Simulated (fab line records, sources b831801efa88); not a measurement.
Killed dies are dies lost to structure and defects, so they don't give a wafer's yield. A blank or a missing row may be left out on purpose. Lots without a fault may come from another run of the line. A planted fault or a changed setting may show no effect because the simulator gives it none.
Problem report in the 8D (eight disciplines) form, filled by code | flow sky130 | the parts of the form that need people (team, actions taken, sign-off) are left out

1. THE PROBLEM
strip_time_to_endpoint_s at SKY_LDD_N_STRIP_16 reads a mean of 4.715 s on 6 wafers of 2 lots; wafers without a fault read 4.309 s with a standard deviation of 0.014. That is +29 standard deviations from the usual mean.
The step: strips in O2/N2.
First seen on wafer L935.3, day 22 18:32, on plasma_asher-01. The record holds 39 wafers of 13 lots with a number at this step. Rule for "out", or "out of limits": more than 4 standard deviations from the usual mean. The other wafers with a number count as sound.

2. WHAT IT IS AND WHAT IT IS NOT
question                    | is                               | is not
which readings at this step | strip_time_to_endpoint_s         | drypump_motor_current_A
which lots                  | L935, L936                       | L923, L924, L925, L926, L927, L928, L930, L933, L934, L937, L941
which wafers of those lots  | all that have a number           | -
read on which tools         | plasma_asher-01, plasma_asher-04 | plasma_asher-03
when                        | from day 22 18:32                | up to then (27 sound wafers); but 6 sound wafers of L937, L941 came after

3. SUSPECTS, AND WHAT RULES EACH OUT
Counting: a tool at a process step up to the reading stays a suspect if it ran every lot that is out and no sound lot after the first of them.
- litho_track-03 at SKY_LDD_N_COAT_02 (resist thk 300 nm): kept. It ran every lot that is out, first L935 (day 22 01:29), and no sound lot after that; its last sound lot up to then is L934 (day 21 19:11).
Left after counting: litho_track-03 at SKY_LDD_N_COAT_02.

4. THE CAUSE (what the simulator had put in)
Process parameter drift: litho_track-03, from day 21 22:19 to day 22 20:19, at SKY_LDD_N_COAT_02. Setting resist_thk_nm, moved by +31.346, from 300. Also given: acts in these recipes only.
Counting left only this tool.

5. THE CHAIN OF EFFECTS, in route order
Each row: a reading whose mean over the struck wafers that have a number lies more than 3 standard deviations from the usual. Only readings for which the record gives a usual standard deviation are gone through. hours: the time from each lot's start at the first step in this table that gives one to its start at this step, as a median over the lots. sigmas: the change in usual standard deviations.
hours | step               | reading                  | usual      | on struck wafers | change | sigmas
0     | SKY_LDD_N_STRIP_16 | oes_product_au           | 0.406 a.u. | 0.423            | +0.017 | +3.9
0     | SKY_LDD_N_STRIP_16 | strip_time_to_endpoint_s | 4.309 s    | 4.715            | +0.406 | +29
The process steps in it:
- SKY_LDD_N_STRIP_16: strips in O2/N2.

6. WHAT WOULD HAVE CAUGHT IT SOONER
In this record the first reading out of limits was taken at day 22 18:32, 20 hours after the fault began at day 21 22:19.
All the lots that are out (2) had begun SKY_LDD_N_COAT_02 on litho_track-03 by day 22 18:32. A hold on the tool at that time would have spared none of them.
